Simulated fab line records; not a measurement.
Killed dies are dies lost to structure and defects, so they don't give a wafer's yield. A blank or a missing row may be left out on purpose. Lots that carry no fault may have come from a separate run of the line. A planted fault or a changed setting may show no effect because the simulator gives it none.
Which tool did it?    flow sky130    45 wafers from 15 lots sampled at 2 of the route's 708 steps

WHAT EACH GAUGE READ, for each wafer
SKY_VIA3_CD_MEAS_12: the cd target is 200 nm.
lot   measured      on        cdNm (nm)
L279  day 39 21:56  cdSem-01  199.9 201.7 200.6
L281  day 40 11:16  cdSem-01  199.7 199.6 200.5
L283  day 40 21:32  cdSem-01  200.9 200.3 198.7
L287  day 42 06:02  cdSem-02  203.4 202.2 203.2
L290  day 42 18:10  cdSem-02  200.9 201.0 202.1
L291  day 43 07:29  cdSem-02  203.9 201.7 203.2
L292  day 43 08:37  cdSem-02  198.8 199.8 199.3
L294  day 44 03:26  cdSem-01  197.3 198.9 199.1
L295  day 44 09:19  cdSem-02  201.7 202.2 202.4
L297  day 44 12:34  cdSem-02  200.8 201.4 200.1
L298  day 45 03:40  cdSem-02  198.2 197.4 198.0
L299  day 45 08:10  cdSem-02  200.0 198.9 200.0
L300  day 45 11:20  cdSem-02  201.5 200.2 201.7
L301  day 45 16:53  cdSem-01  198.8 199.3 199.9
L302  day 45 22:01  cdSem-02  199.1 200.2 198.3

SKY_VIA3_OVL_MEAS_13.
lot   measured      on          VIA3_OVL (nm)
L279  day 39 22:04  overlay-02  -4 -15 -4
L281  day 40 11:22  overlay-02  -7 -5 -4
L283  day 40 21:39  overlay-01  3 -2 8
L287  day 42 06:09  overlay-02  -10 -9 -7
L290  day 42 18:17  overlay-02  2 -2 0
L291  day 43 07:36  overlay-01  -6 1 -5
L292  day 43 08:43  overlay-01  -5 -1 -3
L294  day 44 03:31  overlay-01  -4 -12 -4
L295  day 44 09:25  overlay-01  0 -1 -1
L297  day 44 12:41  overlay-01  9 3 2
L298  day 45 03:47  overlay-02  3 -2 0
L299  day 45 08:17  overlay-02  3 1 0
L300  day 45 11:28  overlay-02  -3 -9 4
L301  day 45 16:58  overlay-01  1 -5 2
L302  day 45 22:08  overlay-02  -1 -5 6

WHICH TOOL RAN EACH LOT (tool, then ch and the chambers of the sampled wafers, then the start)
Before these readings, the record contains no process step.

AS READ BY THE TOOLS THEMSELVES (means over the sampled wafers that have a number; for cases with no such wafer, the mark the record gives instead)
The record holds no such reading with a usual standard deviation.

THE ANSWER, worked out from the rows above alone
Rule: usual is defined by the lots themselves. Put in order of their means at a reading, lots are off if they are a third of the lots or fewer, leave a main group of 4 or more, and stand apart from it by a gap of 3 or more times the standard deviation of the main group's means; of several such gaps the widest counts. The tables above print the reading to a certain number of digits; a main group whose means all agree to those digits is not used. A lot without any number at a reading at which 4 lots or more have one is off too. All remaining lots with rows at the step are treated as sound. The gauges are gone through in route order, then the tools' own readings, and for those a lot's mean is taken as printed above. At the first step where some lot is off, the reading lying furthest off is the one used; lots without a number count as furthest.
No lot is off at any reading shown: from this, nothing can be told.

WHAT HAD BEEN PUT IN BY THE SIMULATOR
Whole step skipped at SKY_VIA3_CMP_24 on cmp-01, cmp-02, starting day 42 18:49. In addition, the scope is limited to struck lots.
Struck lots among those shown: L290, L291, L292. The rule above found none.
